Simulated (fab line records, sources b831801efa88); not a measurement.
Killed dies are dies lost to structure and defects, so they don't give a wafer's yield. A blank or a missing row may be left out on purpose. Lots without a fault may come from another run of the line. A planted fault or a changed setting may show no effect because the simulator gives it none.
Which tool did it? | flow gf180mcu | 7 lots, 21 wafers sampled, at 2 steps of a route of 602

WHAT THE GAUGES READ, wafer by wafer
GF_M5_OVL_MEAS_08.
lot  | measured     | on         | M5_OVL (nm)
L359 | day 27 17:59 | overlay-01 | 4 6 1
L361 | day 27 21:58 | overlay-01 | 9 8 8
L363 | day 28 14:28 | overlay-01 | 11 -1 12
L365 | day 29 10:16 | overlay-02 | 6 6 -1
L368 | day 30 06:41 | overlay-01 | 6 10 13
L378 | day 32 18:04 | overlay-02 | -6 -5 -13
L380 | day 33 11:13 | overlay-01 | 14 8 12

WHICH TOOL RAN EACH LOT (tool, then ch and the chambers of the sampled wafers, then the start)
lot  | GF_CONTACT_CVD_02
L359 | pecvd-04 ch 1,2, day 16 05:31
L361 | pecvd-01 ch 1,2, day 17 00:11
L363 | pecvd-02 ch 0,2, day 17 12:26
L365 | pecvd-04 ch 0,2, day 18 12:54
L368 | pecvd-04 ch 0,1,2, day 19 11:26
L378 | pecvd-04 ch 0,1,2, day 22 15:58
L380 | pecvd-02 ch 0,1,2, day 23 16:27
- GF_CONTACT_CVD_02: deposits SiO2 from TEOS, target thk 860 nm, time 95.992 s.

THE ANSWER, worked out from the rows above alone
Rule: what is usual is taken from the lots themselves. Put in order of their means at a reading, lots are off if they are a third of the lots or fewer, leave a main group of 4 or more, and stand apart from it by a gap of 3 or more times the standard deviation of the main group's means; of several such gaps the widest counts. A main group whose means are all the same, to the digits that the tables above print for the reading, isn't used. A lot without any number at a reading at which 4 lots or more have one is off too. The other lots that the step has rows for count as sound.
Off: L378, at GF_M5_OVL_MEAS_08 (M5_OVL). The main group: mean 7 nm, standard deviation 2.9.
A tool fits if, at a process step before that reading, it ran every lot that is off, and no sound lot after the first of them. The gauges at GF_M5_OVL_MEAS_08 are tried like those tools. Can't be told from this: 2 tools fit, pecvd-04 at GF_CONTACT_CVD_02, overlay-02 at GF_M5_OVL_MEAS_08.

WHAT THE SIMULATOR HAD PUT IN
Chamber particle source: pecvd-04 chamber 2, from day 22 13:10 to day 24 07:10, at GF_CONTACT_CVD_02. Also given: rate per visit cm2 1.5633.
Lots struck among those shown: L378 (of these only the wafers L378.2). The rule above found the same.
